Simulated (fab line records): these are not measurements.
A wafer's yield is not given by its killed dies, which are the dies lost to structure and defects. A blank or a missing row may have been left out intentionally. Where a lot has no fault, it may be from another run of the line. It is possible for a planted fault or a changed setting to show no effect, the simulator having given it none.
Which tool was responsible?    flow sky130    Sampling: 14 lots, 40 wafers, 5 of 708 route steps

## WHAT THE GAUGES SHOWED, per wafer
SKY_POLY_CUT_OVL_MEAS_09.
lot   measured      on          POLY_CUT_OVL (nm)
L776  day 24 01:37  overlay-02  -15 -8 -12
L779  day 25 16:35  overlay-01  6 -6 -1
L780  day 25 23:17  overlay-01  -4 -1 -1
L784  day 27 08:02  overlay-02  -9 -5
L786  day 28 05:11  overlay-01  -6 -10
L790  day 29 08:16  overlay-01  3 0 -7
L792  day 29 17:19  overlay-02  -8 -3 -6
L793  day 30 02:56  overlay-01  -13 -3 -6
L794  day 30 19:02  overlay-02  1 -1 2
L795  day 31 01:53  overlay-02  -2 -9 3
L796  day 31 07:45  overlay-02  -8 -2 -7
L797  day 31 10:05  overlay-01  0 13 -5
L798  day 31 15:24  overlay-02  -11 -3 -13
L799  day 32 05:40  overlay-02  -1 -2 -2

SKY_SD_P_CD_MEAS_07 targets a cd of 380 nm.
lot   measured      on         cd_nm (nm)
L776  day 25 07:05  cd_sem-01  379.7 380.7 379.0
L779  day 26 21:57  cd_sem-01  378.1 379.6 377.5
L780  day 27 05:05  cd_sem-01  382.2 379.0 381.4
L784  day 28 12:49  cd_sem-01  379.0 377.6
L786  day 29 09:17  cd_sem-01  379.0 375.3
L790  day 30 11:38  cd_sem-02  374.8 376.4 376.5
L792  day 30 21:03  cd_sem-02  379.1 379.1 377.0
L793  day 31 06:59  cd_sem-02  382.8 381.9 380.4
L794  day 31 22:18  cd_sem-01  380.9 384.4 382.4
L795  day 32 05:26  cd_sem-02  382.2 381.6 380.0
L796  day 32 10:46  cd_sem-02  382.0 381.7 378.5
L797  day 32 13:33  cd_sem-01  381.1 382.2 380.5
L798  day 32 18:45  cd_sem-01  382.4 381.3 383.0
L799  day 33 08:49  cd_sem-02  375.8 378.2 378.8

SKY_SD_N_CD_MEAS_07 targets a cd of 380 nm.
lot   measured      on         cd_nm (nm)
L776  day 27 17:35  cd_sem-02  377.9 377.9 377.5
L779  day 29 06:57  cd_sem-01  376.5 375.4 377.4
L780  day 29 14:13  cd_sem-01  380.9 379.5 380.2
L784  day 30 21:40  cd_sem-01  396.9 384.4 397.0 384.3
L786  day 31 17:06  cd_sem-01  381.5 392.4 381.5 392.9
L790  day 32 18:36  cd_sem-02  377.5 377.9 378.1
L792  day 33 03:47  cd_sem-02  381.7 381.1 381.9
L793  day 33 14:57  cd_sem-01  374.5 373.8 373.3
L794  day 34 04:15  cd_sem-02  379.4 378.6 378.7
L795  day 34 11:31  cd_sem-01  375.9 377.5 378.7
L796  day 34 16:47  cd_sem-01  379.9 377.9 376.2
L797  day 34 18:43  cd_sem-02  379.0 379.2 379.9
L798  day 34 23:14  cd_sem-01  375.5 379.0 378.6
L799  day 35 13:42  cd_sem-01  383.1 381.9 383.6

## WHICH TOOL RAN EACH LOT (tool, then ch and the chambers of the sampled wafers, then the start)
lot   SKY_SD_P_STRIP_10                     SKY_SD_N_DEVELOP_06
L776  plasma_asher-04 ch 0,1, day 25 07:24  litho_track-02 ch 0, day 27 17:26
L779  plasma_asher-01 ch 0,1, day 26 22:15  litho_track-04 ch 0, day 29 06:49
L780  plasma_asher-02 ch 0,1, day 27 05:23  litho_track-02 ch 0, day 29 14:05
L784  plasma_asher-01 ch 0,1, day 28 13:05  litho_track-04 ch 0, day 30 21:32
L786  plasma_asher-01 ch 0,1, day 29 09:35  litho_track-04 ch 0, day 31 16:58
L790  plasma_asher-01 ch 0, day 30 11:55    litho_track-02 ch 0, day 32 18:27
L792  plasma_asher-01 ch 0,1, day 30 21:22  litho_track-02 ch 0, day 33 03:38
L793  plasma_asher-01 ch 0,1, day 31 07:16  litho_track-02 ch 0, day 33 14:48
L794  plasma_asher-04 ch 0,1, day 31 22:36  litho_track-04 ch 0, day 34 04:07
L795  plasma_asher-04 ch 0,1, day 32 05:43  litho_track-03 ch 0, day 34 11:23
L796  plasma_asher-01 ch 0,1, day 32 11:04  litho_track-04 ch 0, day 34 16:38
L797  plasma_asher-04 ch 0,1, day 32 13:50  litho_track-04 ch 0, day 34 18:35
L798  plasma_asher-04 ch 0, day 32 19:04    litho_track-02 ch 0, day 34 23:05
L799  plasma_asher-04 ch 0,1, day 33 09:07  litho_track-03 ch 0, day 35 13:33
- SKY_SD_P_STRIP_10: strips in O2/N2.
- SKY_SD_N_DEVELOP_06: develop time 60 s.

## AS READ BY THE TOOLS THEMSELVES (means over the sampled wafers that have a number; for cases with no such wafer, the mark the record gives instead)
SKY_SD_P_STRIP_10.
lot   tool             drypump_motor_current_A (A)  oes_product_au (a.u.)  strip_time_to_endpoint_s (s)
L776  plasma_asher-04  5.7                          0.621                  17.54
L779  plasma_asher-01  4.9                          0.619                  17.47
L780  plasma_asher-02  6.3                          0.615                  17.44
L784  plasma_asher-01  4.9                          0.617                  17.50
L786  plasma_asher-01  4.9                          0.615                  17.46
L790  plasma_asher-01  5.0                          0.617                  17.50
L792  plasma_asher-01  4.9                          0.621                  17.50
L793  plasma_asher-01  4.9                          0.620                  17.49
L794  plasma_asher-04  5.9                          0.616                  17.39
L795  plasma_asher-04  5.7                          0.619                  17.47
L796  plasma_asher-01  4.9                          0.613                  17.46
L797  plasma_asher-04  5.7                          0.617                  17.55
L798  plasma_asher-04  5.6                          0.617                  17.45
L799  plasma_asher-04  5.9                          0.616                  17.53

## THE ANSWER, worked out from the rows above alone
Rule: usual is defined by the lots themselves. Put in order of their means at a reading, lots are off if they are a third of the lots or fewer, leave a main group of 4 or more, and stand apart from it by a gap of 3 or more times the standard deviation of the main group's means; of several such gaps the widest counts. Not used: any main group whose means are identical at the precision the tables above print for the reading. A lot without any number at a reading at which 4 lots or more have one is off too. All remaining lots with rows at the step are treated as sound. First the gauges in route order, then the tools' own readings, where a lot's mean is used as printed above. The first step at which some lot is off is used, and at that step the reading that is off furthest; a lot without a number counts as furthest.
Nothing can be told from this: no lot is off at any reading shown.

## WHAT WAS PUT IN BY THE SIMULATOR
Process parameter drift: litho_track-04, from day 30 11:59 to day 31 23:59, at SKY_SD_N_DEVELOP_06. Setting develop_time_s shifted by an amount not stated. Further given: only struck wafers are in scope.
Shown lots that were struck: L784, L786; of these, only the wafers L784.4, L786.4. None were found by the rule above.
